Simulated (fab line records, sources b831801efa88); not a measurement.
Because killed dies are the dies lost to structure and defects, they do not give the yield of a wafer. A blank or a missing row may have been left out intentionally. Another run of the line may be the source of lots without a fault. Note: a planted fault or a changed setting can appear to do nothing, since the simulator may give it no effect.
fab line records	flow sky130
record: lots: 6	wafers: 18	last_day: 50
route steps=708 shown LDD_N@241 PAD_OPEN@708
lots that met no fault: taken from a fault-free run of the same line
start_h: hours from the record's opening day to when the first of the lot's shown wafers began	wait_h: how many hours have passed since the lot's step before this one	" identical to the entry in the row above	L1.1+2: a single row standing in for several wafers	- no value, or no start was given	* or withheld: withheld	< > ~ a bound
route shown NAME@n: NAME is a module with steps in the file, n the number in the route of the first one	usual: the fault-free wafers' mean and standard deviation	same: alike in all rows	chamber/n: place in a boat	sites: the reading at each site	_std_site: standard deviation of those values	_edge_site: the outer-site mean with the inner-site mean subtracted	radius_mm: for every site, how far away it sits from the centre of the wafer	mask NAME#n: copy n	behind: the most recent tool/chamber to have shaped the wafer	hold: what put the lot on hold/how long, in hours/how the hold closed	device: which transistor (n, p or np) failed to switch	end of line: tests run on the same wafers once the route is complete	a step given without rows: its recipe and nothing more	killed: dies lost to structure and defects at the first sort, not the wafer's yield	map: dies across one wafer; x = killed, . = not, _ = none there
set.NAME: the run value of the setting; set.NAME@STEP: its run value at that earlier step	model.NAME: the simulator's own value behind a step, which no gauge read
a table for each step, a row for each wafer; lots at some steps of the route
services: a tool's chamber out of use, with start hour (start_h, from the record's first day; less than 0 if before it), hours out, and reason
== steps ==
step: SKY_LDD_N_EXPOSE_04
recipe: mask_id: NTM	target_cd_nm: 840	na: 0.6	source_shape: conventional	sigma_outer: 0.6	dose_mj: 110
step: SKY_LDD_N_PEB_05
recipe: temp_c: withheld	time_s: *	resist: NOVOLAK
step: SKY_LDD_N_DEVELOP_06
recipe: develop_time_s: 60	dev_temp_c: 23
step: SKY_LDD_N_OVL_MEAS_07
usual: LDD_N_OVL: 0.0/1.3
lot.wafer	tool	chamber	start_h	wait_h	LDD_N_OVL[nm]
L534.1	overlay-01	-	456.65	0.1	0.8
L534.4	"	-	"	"	0.9
L534.5	"	-	"	"	0.5
L533.3	overlay-02	-	461.67	0.1	1.5
L533.5	"	-	"	"	0.9
L533.6	"	-	"	"	1.1
L542.2	overlay-02	-	530.91	0.1	-0.7
L542.3	"	-	"	"	0.6
L542.4	"	-	"	"	0.9
L543.3	overlay-02	-	543.17	0.1	2.2
L543.5	"	-	"	"	2.4
L543.6	"	-	"	"	1.6
L545.1	overlay-02	-	554.01	0.1	1.7
L545.4	"	-	"	"	2.5
L545.5	"	-	"	"	-0.3
L549.1	overlay-01	-	590.31	0.1	-1.3
L549.2	"	-	"	"	-0.5
L549.5	"	-	"	"	0.5
step: SKY_LDD_N_IMPLANT_08
recipe: species: As	energy_kev: 20	dose_cm2: 7.5e+13	tilt_deg: withheld	rotation_deg: 23
step: SKY_LDD_N_IMPLANT_09
recipe: species: As	energy_kev: 20	dose_cm2: 7.5e+13	tilt_deg: withheld	rotation_deg: 113
step: SKY_LDD_N_IMPLANT_10
recipe: species: As	energy_kev: 20	dose_cm2: 7.5e+13	tilt_deg: withheld	rotation_deg: 203
step: SKY_LDD_N_IMPLANT_11
recipe: species: As	energy_kev: 20	dose_cm2: 7.5e+13	tilt_deg: withheld	rotation_deg: 293
step: SKY_LDD_N_IMPLANT_12
recipe: species: BF2	energy_kev: 50	dose_cm2: 5e+12	tilt_deg: 30	rotation_deg: 0
step: SKY_LDD_N_IMPLANT_13
recipe: species: BF2	energy_kev: 50	dose_cm2: 5e+12	tilt_deg: 30	rotation_deg: 90
step: SKY_LDD_N_IMPLANT_14
recipe: species: BF2	energy_kev: 50	dose_cm2: 5e+12	tilt_deg: 30	rotation_deg: 180
step: SKY_LDD_N_IMPLANT_15
recipe: species: BF2	energy_kev: 50	dose_cm2: 5e+12	tilt_deg: 30	rotation_deg: 270
step: SKY_LDD_N_STRIP_16
recipe: chemistry: O2/N2	power_w: 1400	pressure_mtorr: 1500	platen_temp_c: withheld	o2_flow_sccm: 3000	n2_flow_sccm: 300	overash_fraction: 0.5
usual: chamber_pressure_mTorr: 1499.9/1.4	drypump_motor_current_A: 5.8/0.43	oes_product_au: 0.406/0.0044	overash_fraction: 0.5/0	strip_time_to_endpoint_s: 4.317/0.015
lot.wafer	tool	chamber	start_h	wait_h	chamber_pressure_mTorr	drypump_motor_current_A	oes_product_au	overash_fraction	rf_hours_counter_h	strip_time_to_endpoint_s
L534.1	plasma_asher-04	1	457.89	0.1	1498.7	6.1	0.412	0.3	71	4.316
L534.4	"	0	"	"	1500.0	5.7	0.412	0.5	-	4.319
L534.5	"	0	"	"	1501.6	5.7	0.404	0.5	-	4.316
L533.3	plasma_asher-04	1	462.92	0.1	1499.4	6.1	0.407	0.3	-	4.305
L533.5	"	0	"	"	1499.0	5.7	0.406	0.5	-	4.334
L533.6	"	1	"	"	1496.2	6.1	0.412	0.3	-	4.327
L542.2	plasma_asher-04	1	532.14	0.1	1500.3	6.1	0.405	0.5	79	4.305
L542.3	"	1	"	"	1500.5	6.1	0.409	0.5	-	4.292
L542.4	"	0	"	"	1499.2	5.7	0.403	0.5	-	4.306
L543.3	plasma_asher-03	1	544.42	0.1	1498.9	5.3	0.398	0.5	-	4.302
L543.5	"	1	"	"	1499.4	5.3	0.402	0.5	-	4.314
L543.6	"	0	"	"	1498.0	5.6	0.405	0.5	-	4.297
L545.1	plasma_asher-03	0	555.24	0.1	1500.1	5.6	0.408	0.5	14	4.323
L545.4	"	1	"	"	1499.3	5.3	0.402	0.5	-	4.314
L545.5	"	1	"	"	1501.1	5.2	0.399	0.5	-	4.316
L549.1	plasma_asher-01	0	591.54	0.1	1500.7	6.8	0.404	0.5	48	4.325
L549.2	"	1	"	"	1498.5	5.8	0.406	0.5	48	4.326
L549.5	"	1	"	"	1501.6	5.8	0.405	0.5	-	4.312
step: SKY_LDD_N_TW_MEAS_17
usual: LDD_N_TW: 2577/17
lot.wafer	tool	chamber	start_h	wait_h	LDD_N_TW
L534.1	film_metro-02	-	457.99	0.1	2575
L534.4	"	-	"	"	2567
L534.5	"	-	"	"	2564
L533.3	film_metro-01	-	463.01	0.1	2570
L533.5	"	-	"	"	2569
L533.6	"	-	"	"	2563
L542.2	film_metro-02	-	532.25	0.1	2580
L542.3	"	-	"	"	2580
L542.4	"	-	"	"	2586
L543.3	film_metro-01	-	544.51	0.1	2564
L543.5	"	-	"	"	2551
L543.6	"	-	"	"	2563
L545.1	film_metro-01	-	555.34	0.1	2562
L545.4	"	-	"	"	2562
L545.5	"	-	"	"	2556
L549.1	film_metro-03	-	591.64	0.1	2586
L549.2	"	-	"	"	2579
L549.5	"	-	"	"	2593
step: SKY_PAD_OPEN_PROBE_99
usual: killed_at_M0_to_M3: 44/7.2	killed_at_M4_up: 2.9/1.8	killed_at_contacts: 24/5.6	killed_at_front_end: 15/4.2	killed_at_other: 0.4/0.71	killed_dies: 86/9.2	killed_open: 47/7.2	killed_short: 39/5.7
same: gross_dies: 492	killed_at_back_side: 0
lot.wafer	tool	chamber	start_h	wait_h	killed_at_M0_to_M3	killed_at_M4_up	killed_at_contacts	killed_at_front_end	killed_at_other	killed_dies	killed_open	killed_short
L534.1	prober-01	-	1113.61	0.1	36	4	20	13	0	73	41	32
L534.4	prober-01	-	1113.76	0.2	43	2	30	11	1	87	40	47
L534.5	prober-01	-	1113.81	0.2	31	1	34	22	1	89	54	35
L542.2	prober-02	-	1163.58	0.1	43	2	32	17	0	94	51	42
L542.3	prober-02	-	1163.63	0.2	44	4	26	15	0	89	54	35
L542.4	prober-02	-	1163.68	0.2	39	3	26	16	0	84	46	37
L543.3	prober-01	-	1166.97	0.2	41	4	19	15	0	79	41	38
L543.5	prober-01	-	1167.07	0.2	54	3	20	12	0	89	53	36
L543.6	prober-01	-	1167.12	0.2	46	2	16	17	0	81	38	43
L545.1	prober-01	-	1174.28	0.1	37	3	18	18	0	76	43	33
L545.4	prober-01	-	1174.43	0.2	41	4	17	11	0	73	49	24
L545.5	prober-01	-	1174.48	0.2	38	2	26	7	0	73	36	37
L549.1	prober-01	-	1197.13	0.1	32	2	26	14	0	74	35	38
L549.2	prober-01	-	1197.18	0.1	40	3	15	15	1	74	35	39
L549.5	prober-01	-	1197.33	0.2	29	0	27	11	0	67	36	30
killed by level:class
L534.1 LI_CONTACT:geometric_particle:open=8 VIA1:geometric_particle:short=8 CONTACT:geometric_particle:open=8 VIA1:geometric_particle:open=6 METAL1:geometric_particle:short=4 VIA2:geometric_particle:open=4 FIELD_ISO:geometric_particle:short=3 POLY_GATE:geometric_particle:open=3
L534.4 VIA1:geometric_particle:open=11 CONTACT:geometric_particle:open=10 LOCAL_INTERCONNECT:geometric_particle:short=7 METAL1:geometric_particle:short=7 VIA3:geometric_particle:open=6 CONTACT:geometric_particle:short=5 METAL2:geometric_particle:short=5 FIELD_ISO:geometric_particle:short=4
L534.5 CONTACT:geometric_particle:open=10 LI_CONTACT:geometric_particle:open=9 VIA2:geometric_particle:open=8 VIA1:geometric_particle:open=7 FIELD_ISO:geometric_particle:short=6 LI_CONTACT:geometric_particle:short=6 FIELD_ISO:geometric_particle:open=5 CONTACT:geometric_particle:short=5
L542.2 LI_CONTACT:geometric_particle:open=10 CONTACT:geometric_particle:open=9 FIELD_ISO:geometric_particle:open=8 CONTACT:geometric_particle:short=8 VIA1:geometric_particle:open=8 VIA1:geometric_particle:short=7 VIA3:geometric_particle:open=7 FIELD_ISO:geometric_particle:short=4
L542.3 CONTACT:geometric_particle:open=11 LI_CONTACT:geometric_particle:open=10 VIA1:geometric_particle:open=10 VIA3:geometric_particle:open=9 POLY_GATE:geometric_particle:short=5 VIA1:geometric_particle:short=5 METAL1:geometric_particle:short=4 VIA3:geometric_particle:short=3
L542.4 VIA1:geometric_particle:open=13 LI_CONTACT:geometric_particle:open=10 CONTACT:geometric_particle:open=10 FIELD_ISO:geometric_particle:short=6 VIA1:geometric_particle:short=5 FIELD_ISO:geometric_particle:open=4 CONTACT:geometric_particle:short=4 METAL2:geometric_particle:short=4
L543.3 VIA2:geometric_particle:open=8 VIA1:geometric_particle:open=6 CONTACT:geometric_particle:open=6 FIELD_ISO:geometric_particle:open=5 VIA3:geometric_particle:open=5 LOCAL_INTERCONNECT:geometric_particle:short=5 METAL2:geometric_particle:short=5 POLY_GATE:geometric_particle:short=4
L543.5 VIA1:geometric_particle:open=14 VIA1:geometric_particle:short=9 VIA2:geometric_particle:open=8 LI_CONTACT:geometric_particle:open=8 METAL2:geometric_particle:short=7 POLY_GATE:geometric_particle:open=5 CONTACT:geometric_particle:open=5 METAL1:geometric_particle:short=4
L543.6 VIA1:geometric_particle:open=10 VIA1:geometric_particle:short=10 METAL2:geometric_particle:short=6 LOCAL_INTERCONNECT:geometric_particle:short=5 CONTACT:geometric_particle:open=5 METAL3:geometric_particle:short=5 FIELD_ISO:geometric_particle:short=4 POLY_GATE:geometric_particle:short=4
L545.1 VIA1:geometric_particle:open=8 CONTACT:geometric_particle:open=7 VIA3:geometric_particle:open=7 FIELD_ISO:geometric_particle:open=6 FIELD_ISO:geometric_particle:short=6 VIA1:geometric_particle:short=6 LI_CONTACT:geometric_particle:open=5 POLY_GATE:geometric_particle:short=4
L545.4 VIA1:geometric_particle:open=14 CONTACT:geometric_particle:open=10 VIA3:geometric_particle:open=9 FIELD_ISO:geometric_particle:open=3 METAL1:geometric_particle:short=3 VIA1:geometric_particle:short=3 METAL2:geometric_particle:short=3 VIA2:geometric_particle:open=3
L545.5 VIA1:geometric_particle:open=8 CONTACT:geometric_particle:open=7 METAL2:geometric_particle:short=7 VIA3:geometric_particle:open=7 CONTACT:geometric_particle:short=6 LI_CONTACT:geometric_particle:open=5 LOCAL_INTERCONNECT:geometric_particle:short=5 LI_CONTACT:geometric_particle:short=3
L549.1 CONTACT:geometric_particle:open=11 VIA2:geometric_particle:open=8 CONTACT:geometric_particle:short=5 METAL1:geometric_particle:short=5 METAL2:geometric_particle:short=4 LI_CONTACT:geometric_particle:short=4 LI_CONTACT:geometric_particle:open=4 VIA3:geometric_particle:open=4
L549.2 VIA1:geometric_particle:open=7 FIELD_ISO:geometric_particle:short=5 METAL2:geometric_particle:short=5 CONTACT:geometric_particle:short=5 VIA3:geometric_particle:open=5 VIA1:geometric_particle:short=5 FIELD_ISO:geometric_particle:open=4 POLY_GATE:geometric_particle:open=4
L549.5 LI_CONTACT:geometric_particle:open=8 CONTACT:geometric_particle:open=6 VIA2:geometric_particle:open=5 LOCAL_INTERCONNECT:geometric_particle:short=5 VIA3:geometric_particle:open=5 CONTACT:geometric_particle:short=4 METAL1:geometric_particle:short=4 VIA1:geometric_particle:short=4
== services ==
tool	chamber	start_h	hours	kind
plasma_asher-01	-	511.19	28.1	pm
plasma_asher-04	-	534.94	86.4	repair
plasma_asher-04	-	539.14	4.9	repair
plasma_asher-04	-	546.89	0.4	repair
== key ==
first_sign: step: SKY_LDD_N_STRIP_16	reading: overash_fraction	direction: down	sigmas: 99+	usual: 0.5	struck: 0.3
effect none on later readings
met_at SKY_LDD_N_STRIP_16
struck_wafers L533.3,L533.6,L534.1
tester_left_out L533,L534
fault: kind: process_parameter_drift	tool: plasma_asher-04	chamber: 1	onset_h: 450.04	steps: SKY_LDD_N_STRIP_16	channel: overash_fraction	offset: -0.2	shape: step	end_h: 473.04	acts_in: these_recipes_only	stated: 0.5
tester_left_out: of these lots the tester's yield and bins aren't shown, on N5 and GAA mostly nor the transistor test; their killed dies are dies lost to structure and defects alone, not to doping, threshold or leakage, so they don't give the yield
